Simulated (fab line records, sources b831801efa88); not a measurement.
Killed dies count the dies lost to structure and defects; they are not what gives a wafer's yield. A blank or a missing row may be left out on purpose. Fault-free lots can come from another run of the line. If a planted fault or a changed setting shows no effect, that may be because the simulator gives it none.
fab line records	flow sky130
record: lots: 24	wafers: 72	last_day: 51
route steps=708 shown CONTACT@429 VIA1@472 METAL3@565 VIA3@595 PASSIVATION@681
lots that met no fault: from a run of the same line without faults
start_h: the number of hours between the record's first day and the start of the first shown wafer of the lot	wait_h: hours from the lot's prior step to this one	" identical to the entry in the row above	L1.1+2: several wafers, shown together as one row	- no value present, or no start provided	* or withheld: withheld	< > ~ a bound
route shown NAME@n: a module of which the file shows steps, and the number in the route of the first	usual: mean/standard deviation taken from wafers without a fault	same: alike in all rows	chamber/n: place in a boat	sites: per-site readings	_std_site: standard deviation of those values	_edge_site: outer sites' mean less inner sites'	radius_mm: how far each site lies from the wafer's centre	mask NAME#n: copy n	behind: the last tool/chamber to shape the wafer	hold: why the lot went on hold/how many hours it stayed there/how the hold came to an end	device: which transistor (n, p or np) failed to switch	end of line: the same wafers' tests at the end of the route	a step given without rows: its recipe and nothing more	killed: not the wafer's yield, but the dies lost to structure and defects at the first sort	map: the dies of a wafer, with x for killed, . for not killed, _ for no die there
set.NAME: the setting the step ran with; set.NAME@STEP: the setting that earlier step ran with	model.NAME: the simulator's own value behind a step, which no gauge read
a sample of lots followed through the steps of the route, with each step as a table and each wafer as a row
services: a tool's chamber out of use, with start hour (start_h, from the record's first day; less than 0 if before it), hours out, and reason
== steps ==
step: SKY_CONTACT_SPUTTER_23
recipe: material: TiN	target_thk_nm: 20	chamber_pressure_pa: 5	power_w: 4000	time_s: 80
usual: throttle_valve_pct: 30.1/1.4
lot.wafer	tool	chamber	start_h	wait_h	throttle_valve_pct
L074.1	pvd_sputter-04	-	753.32	0.0	32.6
L074.2	"	-	"	"	30.6
L074.6	"	-	"	"	31.6
L075.1	pvd_sputter-04	-	761.97	0.0	32.8
L075.3	"	-	"	"	31.7
L075.6	"	-	"	"	29.6
L076.2	pvd_sputter-04	-	769.32	0.0	31.6
L076.3	"	-	"	"	29.4
L076.6	"	-	"	"	31.4
L077.3	pvd_sputter-04	-	775.61	0.0	32.6
L077.5	"	-	"	"	30.4
L077.6	"	-	"	"	31.4
L078.1	pvd_sputter-04	-	795.06	0.0	31.5
L078.2	"	-	"	"	30.3
L078.6	"	-	"	"	32.7
L079.1	pvd_sputter-04	-	801.01	0.0	30.5
L079.4	"	-	"	"	32.4
L079.6	"	-	"	"	32.6
L080.1	pvd_sputter-03	-	809.17	0.0	28.8
L080.3	"	-	"	"	28.3
L080.5	"	-	"	"	30.5
L081.1	pvd_sputter-01	-	810.96	0.0	27.9
L081.4	"	-	"	"	28.2
L081.5	"	-	"	"	30.2
L082.1	pvd_sputter-03	-	826.57	0.0	30.4
L082.2	"	-	"	"	28.6
L082.5	"	-	"	"	28.1
L083.1	pvd_sputter-04	-	828.60	0.0	32.2
L083.3	"	-	"	"	29.7
L083.5	"	-	"	"	30.8
L084.1	pvd_sputter-04	-	830.50	0.0	31.4
L084.4	"	-	"	"	30.7
L084.6	"	-	"	"	30.8
L085.3	pvd_sputter-01	-	836.57	0.0	30.2
L085.4	"	-	"	"	27.7
L085.6	"	-	"	"	30.2
L086.4	pvd_sputter-03	-	850.96	0.0	28.8
L086.5	"	-	"	"	28.3
L086.6	"	-	"	"	30.7
L088.1	pvd_sputter-01	-	856.66	0.0	29.9
L088.2	"	-	"	"	28.2
L088.3	"	-	"	"	30.2
L087.2	pvd_sputter-01	-	857.77	0.0	28.5
L087.5	"	-	"	"	30.2
L087.6	"	-	"	"	28.4
L089.3	pvd_sputter-04	-	859.04	0.0	29.7
L089.4	"	-	"	"	32.7
L089.6	"	-	"	"	31.4
L090.2	pvd_sputter-03	-	870.97	0.0	28.0
L090.3	"	-	"	"	30.6
L090.5	"	-	"	"	29.0
L091.1	pvd_sputter-01	-	875.17	0.0	30.4
L091.4	"	-	"	"	28.1
L091.5	"	-	"	"	27.7
L092.2	pvd_sputter-04	-	883.05	0.0	31.6
L092.5	"	-	"	"	32.4
L092.6	"	-	"	"	29.4
L093.1	pvd_sputter-01	-	888.48	0.0	30.1
L093.2	"	-	"	"	28.3
L093.4	"	-	"	"	27.8
L094.2	pvd_sputter-04	-	894.40	0.0	29.5
L094.3	"	-	"	"	31.8
L094.6	"	-	"	"	32.7
L095.3	pvd_sputter-04	-	900.18	0.0	32.5
L095.4	"	-	"	"	30.5
L095.5	"	-	"	"	30.6
L096.1	pvd_sputter-01	-	908.92	0.0	30.4
L096.2	"	-	"	"	27.5
L096.4	"	-	"	"	30.0
L097.4	pvd_sputter-03	-	918.75	0.0	28.9
L097.5	"	-	"	"	28.9
L097.6	"	-	"	"	28.8
step: SKY_VIA1_ETCH_14
recipe: chemistry: N2/H2	target: BARC	ion_energy_ev: 200	source_w: 500	bias_w: 100	pressure_mtorr: 30	n2_flow_sccm: 100	h2_flow_sccm: 200	stop_on: SiO2	time_s: 45.9	target_depth_a: 600
usual: drypump_motor_current_A: 5.8/0.51	oes_product_au: 0.855/0.0044	throttle_valve_pct: 13.225/0.0089
lot.wafer	tool	chamber	start_h	wait_h	drypump_motor_current_A	oes_product_au	rf_hours_counter_h	throttle_valve_pct
L074.1	rie_diel-02	2	809.87	0.0	6.6	0.862	23	13.212
L074.2	"	3	"	"	6.2	0.865	7	13.221
L074.6	"	0	"	"	6.0	0.859	-	13.243
L075.1	rie_diel-02	1	819.01	0.0	5.5	0.850	16	13.223
L075.3	"	0	"	"	6.0	0.862	20	13.227
L075.6	"	3	"	"	6.2	0.853	-	13.231
L076.2	rie_diel-03	2	826.27	0.0	5.0	0.854	7	13.222
L076.3	"	3	"	"	6.0	0.849	5	13.234
L076.6	"	2	"	"	5.0	0.856	-	13.226
L077.3	rie_diel-04	0	832.34	0.0	6.4	0.854	5	13.238
L077.5	"	3	"	"	5.3	0.860	-	13.225
L077.6	"	2	"	"	5.5	0.854	-	13.237
L078.1	rie_diel-03	0	853.24	0.0	6.0	0.854	8	13.221
L078.2	"	1	"	"	5.2	0.862	6	13.227
L078.6	"	3	"	"	6.0	0.861	-	13.225
L079.1	rie_diel-03	1	857.85	0.0	5.2	0.857	6	13.239
L079.4	"	1	"	"	5.1	0.858	-	13.221
L079.6	"	0	"	"	6.0	0.854	-	13.213
L080.1	rie_diel-04	0	864.62	0.0	6.3	0.852	7	13.226
L080.3	"	2	"	"	5.5	0.854	13	13.236
L080.5	"	1	"	"	6.4	0.848	-	13.224
L081.1	rie_diel-03	2	867.44	0.0	5.0	0.853	8	13.249
L081.4	"	1	"	"	5.2	0.852	7	13.237
L081.5	"	3	"	"	6.0	0.849	-	13.219
L082.1	rie_diel-03	0	883.49	0.0	5.9	0.856	9	13.233
L082.2	"	3	"	"	6.0	0.853	7	13.211
L082.5	"	3	"	"	6.0	0.851	-	13.226
L083.1	rie_diel-02	0	884.85	0.0	6.0	0.856	21	13.207
L083.3	"	1	"	"	5.5	0.848	17	13.229
L083.5	"	3	"	"	6.2	0.855	-	13.231
L084.1	rie_diel-03	1	887.60	0.0	5.1	0.858	7	13.223
L084.4	"	0	"	"	6.0	0.853	9	13.228
L084.6	"	1	"	"	5.1	0.851	-	13.217
L085.3	rie_diel-03	0	892.30	0.0	5.9	0.853	10	13.220
L085.4	"	2	"	"	5.0	0.853	9	13.226
L085.6	"	2	"	"	5.0	0.846	-	13.224
L086.4	rie_diel-04	1	906.25	0.0	6.4	0.856	11	13.209
L086.5	"	0	"	"	6.4	0.848	-	13.229
L086.6	"	3	"	"	5.3	0.858	-	13.237
L088.1	rie_diel-04	0	912.64	0.0	6.4	0.850	8	13.217
L088.2	"	2	"	"	5.5	0.860	15	13.244
L088.3	"	3	"	"	5.3	0.862	14	13.215
L087.2	rie_diel-03	0	914.57	0.0	6.0	0.852	10	13.237
L087.5	"	2	"	"	5.0	0.853	-	13.233
L087.6	"	3	"	"	6.0	0.862	-	13.220
L089.3	rie_diel-02	1	914.80	0.0	5.5	0.853	18	13.223
L089.4	"	1	"	"	5.5	0.855	-	13.224
L089.6	"	2	"	"	6.6	0.854	-	13.229
L090.2	rie_diel-04	3	924.65	0.0	5.3	0.857	14	13.225
L090.3	"	0	"	"	6.3	0.857	9	13.219
L090.5	"	2	"	"	5.5	0.851	-	13.229
L091.1	rie_diel-03	2	929.25	0.0	5.0	0.858	10	13.225
L091.4	"	0	"	"	6.0	0.861	10	13.225
L091.5	"	3	"	"	6.0	0.859	-	13.233
L092.2	rie_diel-04	1	937.37	0.0	6.4	0.857	12	13.211
L092.5	"	3	"	"	5.3	0.848	-	13.224
L092.6	"	0	"	"	6.3	0.856	-	13.217
L093.1	rie_diel-02	2	943.39	0.0	6.6	0.861	0	13.213
L093.2	"	3	"	"	6.2	0.854	11	13.218
L093.4	"	0	"	"	6.0	0.853	22	13.219
L094.2	rie_diel-03	2	947.05	0.0	5.0	0.849	10	13.222
L094.3	"	3	"	"	6.0	0.854	9	13.226
L094.6	"	1	"	"	5.1	0.854	-	13.223
L095.3	rie_diel-03	0	954.84	0.0	6.0	0.859	11	13.231
L095.4	"	2	"	"	5.0	0.854	10	13.250
L095.5	"	2	"	"	5.0	0.854	-	13.208
L096.1	rie_diel-04	0	962.49	0.0	6.4	0.859	10	13.214
L096.2	"	1	"	"	6.4	0.854	12	13.220
L096.4	"	2	"	"	5.5	0.855	16	13.228
L097.4	rie_diel-04	3	972.17	0.0	5.3	0.853	16	13.232
L097.5	"	2	"	"	5.5	0.863	-	13.231
L097.6	"	3	"	"	5.2	0.854	-	13.224
step: SKY_METAL3_DESCUM_15
recipe: chemistry: O2	source_power_w: 150	bias_power_w: 0	pressure_mtorr: 10	temp_c: 40	time_s: 8
usual: drypump_motor_current_A: 5.5/0.68	oes_product_au: 0.997/0.0094
lot.wafer	tool	chamber	start_h	wait_h	drypump_motor_current_A	oes_product_au	rf_hours_counter_h
L074.1	rie_metal-01	0	921.50	0.0	6.4	1.019	16
L074.2	"	1	"	"	4.8	0.996	7
L074.6	"	1	"	"	4.9	1.003	-
L075.1	rie_metal-01	1	933.37	0.0	4.9	1.005	7
L075.3	"	1	"	"	4.9	1.002	-
L075.6	"	1	"	"	4.8	0.994	-
L076.2	rie_metal-03	0	937.72	0.0	6.2	0.989	12
L076.3	"	1	"	"	5.8	1.005	-
L076.6	"	0	"	"	6.2	0.987	-
L077.3	rie_metal-04	0	943.21	0.0	5.6	0.990	-
L077.5	"	1	"	"	6.5	1.002	-
L077.6	"	0	"	"	5.6	0.999	-
L078.1	rie_metal-04	1	962.92	0.0	6.5	1.001	6
L078.2	"	0	"	"	5.7	0.989	10
L078.6	"	1	"	"	6.5	1.000	-
L079.1	rie_metal-04	1	968.17	0.0	6.5	0.990	6
L079.4	"	0	"	"	5.6	0.982	-
L079.6	"	1	"	"	6.5	0.984	-
L080.1	rie_metal-01	1	972.35	0.0	4.8	0.995	10
L080.3	"	1	"	"	4.8	1.011	-
L080.5	"	1	"	"	4.8	1.011	-
L081.1	rie_metal-03	0	975.34	0.0	6.2	0.985	15
L081.4	"	0	"	"	6.2	0.983	-
L081.5	"	0	"	"	6.1	0.984	-
L082.1	rie_metal-01	1	990.85	0.0	4.8	1.013	12
L082.2	"	1	"	"	4.8	1.002	-
L082.5	"	1	"	"	4.8	1.005	-
L083.1	rie_metal-01	1	992.80	0.0	4.8	0.992	12
L083.3	"	1	"	"	4.8	0.997	-
L083.5	"	1	"	"	4.8	0.995	-
L084.1	rie_metal-04	1	994.59	0.0	6.5	1.000	7
L084.4	"	0	"	"	5.6	0.990	-
L084.6	"	1	"	"	6.5	0.996	-
L085.3	rie_metal-01	1	998.42	0.0	4.8	1.000	-
L085.4	"	1	"	"	4.8	0.998	-
L085.6	"	1	"	"	4.9	0.992	-
L086.4	rie_metal-01	1	1010.83	0.0	4.8	1.007	-
L086.5	"	1	"	"	4.8	1.009	-
L086.6	"	1	"	"	4.8	0.997	-
L088.1	rie_metal-01	1	1018.47	0.0	4.8	0.998	14
L088.2	"	1	"	"	4.9	0.997	-
L088.3	"	1	"	"	4.8	1.006	-
L087.2	rie_metal-01	1	1019.61	0.0	4.8	0.999	-
L087.5	"	1	"	"	4.8	1.000	-
L087.6	"	1	"	"	4.8	1.013	-
L089.3	rie_metal-03	0	1020.81	0.0	6.2	0.996	-
L089.4	"	1	"	"	5.8	1.017	-
L089.6	"	1	"	"	5.8	1.007	-
L090.2	rie_metal-01	1	1028.03	0.0	4.8	0.996	-
L090.3	"	1	"	"	4.8	1.002	-
L090.5	"	1	"	"	4.8	0.993	-
L091.1	rie_metal-04	1	1032.27	0.0	6.5	0.995	10
L091.4	"	1	"	"	6.5	1.005	-
L091.5	"	0	"	"	5.7	0.986	-
L092.2	rie_metal-01	1	1040.21	0.0	4.8	0.994	-
L092.5	"	1	"	"	4.9	0.996	-
L092.6	"	1	"	"	4.8	1.000	-
L093.1	rie_metal-04	1	1046.80	0.0	6.5	0.992	11
L093.2	"	0	"	"	5.7	0.990	16
L093.4	"	0	"	"	5.7	0.986	-
L094.2	rie_metal-04	1	1050.02	0.0	6.5	0.995	11
L094.3	"	1	"	"	6.5	0.989	-
L094.6	"	0	"	"	5.6	0.992	-
L095.3	rie_metal-04	0	1054.98	0.0	5.6	0.990	-
L095.4	"	1	"	"	6.5	0.988	-
L095.5	"	0	"	"	5.6	1.002	-
L096.1	rie_metal-01	1	1064.32	0.0	4.8	1.015	19
L096.2	"	1	"	"	4.8	1.012	-
L096.4	"	1	"	"	4.8	1.010	-
L097.4	rie_metal-03	1	1073.71	0.0	5.8	0.997	-
L097.5	"	0	"	"	6.2	0.987	-
L097.6	"	1	"	"	5.8	1.003	-
step: SKY_METAL3_ETCH_16
recipe: chemistry: N2/H2	target: BARC	ion_energy_ev: 200	bias_w: 100	pressure_mtorr: 30	n2_flow_sccm: 100	h2_flow_sccm: 200	icp_w: 500	stop_on: SiO2	time_s: 88.2	target_depth_a: 600
usual: drypump_motor_current_A: 5.5/0.68	oes_product_au: 0.626/0.0046	throttle_valve_pct: 13.204/0.0091
lot.wafer	tool	chamber	start_h	wait_h	drypump_motor_current_A	oes_product_au	rf_hours_counter_h	throttle_valve_pct
L074.1	rie_metal-01	0	921.53	0.0	6.4	0.627	16	13.203
L074.2	"	1	"	"	4.8	0.640	7	13.207
L074.6	"	1	"	"	4.8	0.629	-	13.200
L075.1	rie_metal-01	1	933.44	0.1	4.8	0.623	7	13.207
L075.3	"	1	"	"	4.8	0.625	-	13.203
L075.6	"	1	"	"	4.9	0.624	-	13.208
L076.2	rie_metal-03	0	937.76	0.0	6.2	0.626	12	13.201
L076.3	"	1	"	"	5.8	0.624	-	13.193
L076.6	"	0	"	"	6.2	0.615	-	13.211
L077.3	rie_metal-04	0	943.26	0.0	5.6	0.630	-	13.197
L077.5	"	1	"	"	6.5	0.623	-	13.208
L077.6	"	0	"	"	5.7	0.620	-	13.211
L078.1	rie_metal-04	1	962.95	0.0	6.5	0.620	6	13.193
L078.2	"	0	"	"	5.7	0.623	10	13.195
L078.6	"	1	"	"	6.5	0.630	-	13.216
L079.1	rie_metal-04	1	968.21	0.0	6.5	0.630	6	13.188
L079.4	"	0	"	"	5.6	0.624	-	13.200
L079.6	"	1	"	"	6.5	0.630	-	13.208
L080.1	rie_metal-01	1	972.41	0.1	4.9	0.638	10	13.210
L080.3	"	1	"	"	4.8	0.632	-	13.200
L080.5	"	1	"	"	4.8	0.623	-	13.199
L081.1	rie_metal-03	0	975.41	0.1	6.1	0.627	15	13.195
L081.4	"	0	"	"	6.2	0.623	-	13.209
L081.5	"	0	"	"	6.2	0.632	-	13.197
L082.1	rie_metal-01	1	990.91	0.1	4.8	0.617	12	13.214
L082.2	"	1	"	"	4.9	0.622	-	13.203
L082.5	"	1	"	"	4.8	0.625	-	13.184
L083.1	rie_metal-01	1	992.86	0.1	4.9	0.625	12	13.196
L083.3	"	1	"	"	4.9	0.626	-	13.198
L083.5	"	1	"	"	4.8	0.639	-	13.201
L084.1	rie_metal-04	1	994.63	0.0	6.6	0.625	7	13.219
L084.4	"	0	"	"	5.6	0.624	-	13.197
L084.6	"	1	"	"	6.5	0.634	-	13.206
L085.3	rie_metal-01	1	998.52	0.1	4.8	0.624	-	13.197
L085.4	"	1	"	"	4.8	0.633	-	13.203
L085.6	"	1	"	"	4.9	0.630	-	13.206
L086.4	rie_metal-01	1	1010.96	0.1	4.8	0.622	-	13.197
L086.5	"	1	"	"	4.8	0.621	-	13.208
L086.6	"	1	"	"	4.8	0.625	-	13.224
L088.1	rie_metal-01	1	1018.53	0.1	4.8	0.622	14	13.197
L088.2	"	1	"	"	4.8	0.620	-	13.206
L088.3	"	1	"	"	4.9	0.626	-	13.204
L087.2	rie_metal-01	1	1019.69	0.1	4.8	0.627	-	13.203
L087.5	"	1	"	"	4.9	0.628	-	13.217
L087.6	"	1	"	"	4.9	0.630	-	13.212
L089.3	rie_metal-03	0	1020.86	0.0	6.2	0.624	-	13.215
L089.4	"	1	"	"	5.8	0.625	-	13.209
L089.6	"	1	"	"	5.8	0.625	-	13.199
L090.2	rie_metal-01	1	1028.12	0.1	4.8	0.626	-	13.201
L090.3	"	1	"	"	4.8	0.628	-	13.200
L090.5	"	1	"	"	4.8	0.625	-	13.208
L091.1	rie_metal-04	1	1032.31	0.0	6.5	0.634	10	13.207
L091.4	"	1	"	"	6.6	0.627	-	13.213
L091.5	"	0	"	"	5.6	0.623	-	13.210
L092.2	rie_metal-01	1	1040.29	0.1	4.8	0.627	-	13.204
L092.5	"	1	"	"	4.9	0.619	-	13.195
L092.6	"	1	"	"	4.8	0.621	-	13.208
L093.1	rie_metal-04	1	1046.83	0.0	6.5	0.628	11	13.204
L093.2	"	0	"	"	5.7	0.633	16	13.216
L093.4	"	0	"	"	5.7	0.632	-	13.186
L094.2	rie_metal-04	1	1050.06	0.0	6.5	0.624	11	13.204
L094.3	"	1	"	"	6.5	0.625	-	13.206
L094.6	"	0	"	"	5.7	0.621	-	13.221
L095.3	rie_metal-04	0	1055.04	0.0	5.6	0.621	-	13.215
L095.4	"	1	"	"	6.5	0.624	-	13.195
L095.5	"	0	"	"	5.6	0.621	-	13.188
L096.1	rie_metal-01	1	1064.39	0.1	4.9	0.623	19	13.212
L096.2	"	1	"	"	4.9	0.625	-	13.198
L096.4	"	1	"	"	4.9	0.633	-	13.207
L097.4	rie_metal-03	1	1073.76	0.0	5.8	0.632	-	13.224
L097.5	"	0	"	"	6.2	0.625	-	13.192
L097.6	"	1	"	"	5.8	0.629	-	13.186
step: SKY_VIA3_RS_MEAS_22
recipe: thk_meas_gauge: four-point-probe	reads: W_of_VIA3_CVD_21+TiN_of_VIA3_SPUTTER_20
usual: VIA3_W_RS: 0.295/0.0039
lot.wafer	tool	chamber	start_h	wait_h	VIA3_W_RS[ohm/sq]
L074.1	film_metro-04	-	949.03	0.1	0.288
L074.2	"	-	"	"	0.292
L074.6	"	-	"	"	0.290
L075.1	film_metro-03	-	960.77	0.1	0.298
L075.3	"	-	"	"	0.301
L075.6	"	-	"	"	0.302
L076.2	film_metro-02	-	965.04	0.1	0.287
L076.3	"	-	"	"	0.291
L076.6	"	-	"	"	0.288
L077.3	film_metro-03	-	971.06	0.1	0.299
L077.5	"	-	"	"	0.296
L077.6	"	-	"	"	0.302
L078.1	film_metro-04	-	990.15	0.2	0.291
L078.2	"	-	"	"	0.298
L078.6	"	-	"	"	0.297
L079.1	film_metro-04	-	995.14	0.2	0.297
L079.4	"	-	"	"	0.296
L079.6	"	-	"	"	0.296
L080.1	film_metro-03	-	1000.30	0.1	0.290
L080.3	"	-	"	"	0.290
L080.5	"	-	"	"	0.292
L081.1	film_metro-03	-	1001.92	0.1	0.286
L081.4	"	-	"	"	0.291
L081.5	"	-	"	"	0.290
L082.1	film_metro-04	-	1017.31	0.1	0.289
L082.2	"	-	"	"	0.296
L082.5	"	-	"	"	0.290
L083.1	film_metro-03	-	1019.23	0.1	0.293
L083.3	"	-	"	"	0.291
L083.5	"	-	"	"	0.295
L084.1	film_metro-02	-	1022.33	0.1	0.298
L084.4	"	-	"	"	0.300
L084.6	"	-	"	"	0.299
L085.3	film_metro-03	-	1025.58	0.1	0.298
L085.4	"	-	"	"	0.291
L085.6	"	-	"	"	0.298
L086.4	film_metro-04	-	1037.29	0.1	0.291
L086.5	"	-	"	"	0.290
L086.6	"	-	"	"	0.295
L088.1	film_metro-04	-	1045.15	0.1	0.296
L088.2	"	-	"	"	0.297
L088.3	"	-	"	"	0.300
L087.2	film_metro-03	-	1046.47	0.1	0.290
L087.5	"	-	"	"	0.293
L087.6	"	-	"	"	0.293
L089.3	film_metro-03	-	1047.84	0.1	0.293
L089.4	"	-	"	"	0.301
L089.6	"	-	"	"	0.299
L090.2	film_metro-02	-	1054.73	0.1	0.288
L090.3	"	-	"	"	0.287
L090.5	"	-	"	"	0.288
L091.1	film_metro-04	-	1057.58	0.1	0.292
L091.4	"	-	"	"	0.291
L091.5	"	-	"	"	0.289
L092.2	film_metro-04	-	1066.65	0.1	0.300
L092.5	"	-	"	"	0.294
L092.6	"	-	"	"	0.296
L093.1	film_metro-04	-	1072.56	0.1	0.303
L093.2	"	-	"	"	0.297
L093.4	"	-	"	"	0.298
L094.2	film_metro-04	-	1074.81	0.1	0.295
L094.3	"	-	"	"	0.297
L094.6	"	-	"	"	0.300
L095.3	film_metro-02	-	1079.30	0.1	0.293
L095.4	"	-	"	"	0.295
L095.5	"	-	"	"	0.295
L096.1	film_metro-04	-	1088.95	0.1	0.298
L096.2	"	-	"	"	0.297
L096.4	"	-	"	"	0.296
L097.4	film_metro-04	-	1098.48	0.1	0.299
L097.5	"	-	"	"	0.295
L097.6	"	-	"	"	0.298
step: SKY_PASSIVATION_CVD_00
recipe: material: SiO2	target_thk_nm: 90	temp_c: 400	time_s: withheld	rf_w: 600
usual: heater_power_w: 635/75
lot.wafer	tool	chamber	start_h	wait_h	heater_power_w
L074.1	pecvd-01	0	1051.35	0.0	672
L074.2	"	2	"	"	558
L074.6	"	2	"	"	560
L075.1	pecvd-03	1	1061.26	0.0	716
L075.3	"	2	"	"	612
L075.6	"	2	"	"	619
L076.2	pecvd-04	2	1066.73	0.0	690
L076.3	"	1	"	"	639
L076.6	"	1	"	"	631
L077.3	pecvd-03	0	1072.50	0.0	573
L077.5	"	1	"	"	755
L077.6	"	0	"	"	565
L078.1	pecvd-04	0	1087.31	0.0	744
L078.2	"	1	"	"	690
L078.6	"	0	"	"	731
L079.1	pecvd-03	2	1091.94	0.0	669
L079.4	"	2	"	"	668
L079.6	"	0	"	"	615
L080.1	pecvd-04	1	1097.80	0.0	548
L080.3	"	2	"	"	636
L080.5	"	2	"	"	625
L081.1	pecvd-04	2	1099.04	0.0	703
L081.4	"	1	"	"	649
L081.5	"	0	"	"	747
L082.1	pecvd-01	2	1113.32	0.0	495
L082.2	"	1	"	"	691
L082.5	"	1	"	"	550
L083.1	pecvd-03	1	1113.91	0.0	791
L083.3	"	2	"	"	659
L083.5	"	0	"	"	573
L084.1	pecvd-03	0	1117.50	0.0	602
L084.4	"	1	"	"	773
L084.6	"	2	"	"	563
L085.3	pecvd-03	2	1120.98	0.0	595
L085.4	"	1	"	"	738
L085.6	"	0	"	"	629
L086.4	pecvd-03	1	1128.49	0.0	609
L086.5	"	0	"	"	610
L086.6	"	2	"	"	657
L088.1	pecvd-03	0	1136.71	0.0	602
L088.2	"	2	"	"	563
L088.3	"	1	"	"	726
L087.2	pecvd-03	2	1137.40	0.0	707
L087.5	"	0	"	"	521
L087.6	"	1	"	"	653
L089.3	pecvd-01	2	1137.96	0.0	469
L089.4	"	1	"	"	677
L089.6	"	2	"	"	490
L090.2	pecvd-03	0	1143.94	0.0	535
L090.3	"	2	"	"	658
L090.5	"	0	"	"	531
L091.1	pecvd-01	1	1146.79	0.0	552
L091.4	"	2	"	"	537
L091.5	"	1	"	"	553
L092.2	pecvd-04	0	1155.70	0.0	722
L092.5	"	1	"	"	665
L092.6	"	0	"	"	714
L093.1	pecvd-01	0	1160.25	0.0	598
L093.2	"	2	"	"	572
L093.4	"	0	"	"	605
L094.2	pecvd-03	1	1162.48	0.0	706
L094.3	"	0	"	"	537
L094.6	"	1	"	"	708
L095.3	pecvd-01	2	1165.04	0.0	506
L095.4	"	1	"	"	599
L095.5	"	2	"	"	520
L096.1	pecvd-01	2	1173.34	0.0	547
L096.2	"	1	"	"	686
L096.4	"	1	"	"	693
L097.4	pecvd-01	2	1182.57	0.0	537
L097.5	"	1	"	"	612
L097.6	"	0	"	"	722
== services ==
tool	chamber	start_h	hours	kind
rie_metal-03	1	730.15	9.5	repair
rie_metal-04	-	736.87	2.8	pm
rie_diel-03	1	751.60	5.8	repair
rie_metal-01	-	770.47	4.7	repair
rie_diel-03	-	777.04	2.8	pm
rie_metal-04	0	786.21	15.9	repair
rie_metal-04	0	824.26	3.5	repair
pecvd-03	-	829.47	1.3	repair
pecvd-03	-	833.53	0.7	repair
rie_metal-04	-	841.41	6.6	repair
rie_diel-03	2	850.76	8.6	repair
rie_diel-03	-	882.90	0.4	repair
rie_diel-03	1	917.02	7.1	repair
pvd_sputter-04	-	918.84	2.8	repair
rie_diel-03	-	944.15	0.2	repair
rie_metal-01	0	956.21	134.6	repair
pecvd-03	1	1003.92	2.6	repair
rie_metal-04	-	1028.64	1.4	pm
rie_metal-01	-	1072.59	0.6	repair
rie_diel-03	2	1119.66	4.0	repair
rie_metal-01	1	1128.93	6.2	repair
pecvd-03	-	1130.24	3.1	repair
pecvd-03	-	1133.37	2.8	pm
pvd_sputter-04	-	1170.01	1.5	repair
== key ==
fault none
